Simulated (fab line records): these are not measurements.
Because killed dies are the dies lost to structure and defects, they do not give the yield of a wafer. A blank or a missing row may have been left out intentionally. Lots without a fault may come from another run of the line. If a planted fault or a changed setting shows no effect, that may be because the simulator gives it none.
Struck lot and sound lot, side by side -- flow sky130 -- 22 steps out of a route of 708
Sound: these wafers, L565.2, L565.3, L565.4. Struck: wafer L570.4 (L570.1, L570.5, from the same lot, were not struck and are left out); the cause is given at the end.
Order at every step that has rows: each side's tool, ch and its chambers, its first start. Under that, the readings that differ: sound wafers -- struck wafers -- difference of the means -- sigmas: that difference in standard deviations of wafers without a fault.
alike: same words and numbers on both sides, and readings whose means sit less than 2 such deviations apart. not compared: any withheld reading, any reading some wafer has no value for, any bound like >300 that may hide the same value, and any number with overlapping values for which the record gives no deviation.
A row with sigmas, a row that says differs or no value, or rows on one side alone: a step with any of these is where the two part. Numbers that don't overlap but have no deviation are shown without sigmas and don't part them. Lack of a reading on every wafer of one side parts them only where that side has two or more wafers.

first, 1 step without rows for these wafers: SKY_METAL4_SPUTTER_00 (material Ti, target thk 15 nm, time 10 s).
SKY_METAL4_SPUTTER_01: material TiN, target thk 20 nm, time 16.7 s.
  struck on pvd-sputter-03, day 42 00:02; sound on pvd-sputter-03, day 40 22:57
  alike: throttle-valve-pct
SKY_METAL4_SPUTTER_02: material AlCu, target thk 735 nm, time 39.1 s.
  struck on pvd-sputter-03, day 42 00:04; sound on pvd-sputter-03, day 40 22:59
  alike: throttle-valve-pct
then, 1 step without rows for these wafers: SKY_METAL4_SPUTTER_03 (material Ti, target thk 5 nm, time 3.3 s).
SKY_METAL4_SPUTTER_04: material TiN, target thk 70 nm, time 58.3 s.
  struck on pvd-sputter-03, day 42 00:07; sound on pvd-sputter-03, day 40 23:02
  alike: throttle-valve-pct
SKY_CAP2M_CVD_00: deposits SiO2, target thk 15.5 nm.
  sound on pecvd-02 ch 0,2, day 40 23:05; struck on pecvd-01 ch 1, day 42 00:10
  alike: heater-power-w
SKY_CAP2M_THK_MEAS_01:
  struck on film-metro-01, day 42 00:11; sound on film-metro-01, day 40 23:07
  alike: CAP2M_CVD_00_THK
SKY_CAP2M_SPUTTER_02: material TiN, target thk 200 nm, time 166.7 s.
  struck on pvd-sputter-04, day 42 00:15; sound on pvd-sputter-04, day 40 23:10
  alike: throttle-valve-pct
SKY_CAP2M_RS_MEAS_03: the measuring method here is four-point-probe.
  struck on film-metro-02, day 42 00:22; sound on film-metro-04, day 40 23:17
  alike: CAP2M_TIN_RS
SKY_CAP2M_THK_MEAS_04: measures by xrf.
  struck on film-metro-02, day 42 00:29; sound on film-metro-04, day 40 23:24
  alike: CAP2M_TIN_THK
then, 2 steps without rows for these wafers: SKY_CAP2M_DEHYDRATE_05 (time 60 s); SKY_CAP2M_HMDS_06 (prime time 60 s).
SKY_CAP2M_COAT_07: resist thk 1140 nm.
  sound on litho-track-03 ch 0, day 41 10:52; struck on litho-track-03 ch 0, day 42 11:18
reading,sound,struck,difference,sigmas
model.NOVOLAK_of_CAP2M_COAT_07.thk-nm (nm),1135 1138 1137,1070,-67,
then, 4 steps without rows for these wafers: SKY_CAP2M_SOFTBAKE_08 (time 60 s); SKY_CAP2M_EXPOSE_09 (exposes mask CAP2M, target cd 1000 nm); SKY_CAP2M_PEB_10; SKY_CAP2M_DEVELOP_11 (develop time 60 s).
SKY_CAP2M_OVL_MEAS_12:
  struck on overlay-02, day 42 22:35; sound on overlay-01, day 41 23:12
  alike: CAP2M_OVL
SKY_CAP2M_METAL_ETCH_13: etches TiN in Cl2/BCl3, stops on SiO2, target depth 220 nm, time 62.9 s.
  sound on rie-metal-03 ch 0,1, day 41 23:14; struck on rie-metal-02 ch 0, day 42 22:38
reading,sound,struck,difference,sigmas
model.NOVOLAK_of_CAP2M_COAT_07.thk-nm (nm),985 987.3 989.6,918.7,-68.6,
model.CAP2M.cd-nm (nm),997.9 998.7 999.6,994.7,-4.0,
  alike: drypump-motor-current-A, oes-product-au, throttle-valve-pct
  not compared: rf-hours-counter-h
SKY_CAP2M_STRIP_14: strips in O2/N2.
  sound on plasma-asher-04 ch 0,1, day 41 23:19; struck on plasma-asher-04 ch 1, day 42 22:43
reading,sound,struck,difference,sigmas
strip-time-to-endpoint-s (s),12.56 12.56 12.62,11.78,-0.80,-16
  alike: drypump-motor-current-A, oes-product-au
  not compared: rf-hours-counter-h
then, 1 step without rows for these wafers: SKY_CAP2M_STRIP_15 (strips in post etch residue remover, time 1200 s).
SKY_PAD_OPEN_PROBE_99:
  the record holds rows for the sound wafers here (prober-02, day 46 20:28) but none for the struck ones

## WHERE THEY PART
First at SKY_CAP2M_STRIP_14; last, within this record, at SKY_PAD_OPEN_PROBE_99.

WHY: what the simulator had put in
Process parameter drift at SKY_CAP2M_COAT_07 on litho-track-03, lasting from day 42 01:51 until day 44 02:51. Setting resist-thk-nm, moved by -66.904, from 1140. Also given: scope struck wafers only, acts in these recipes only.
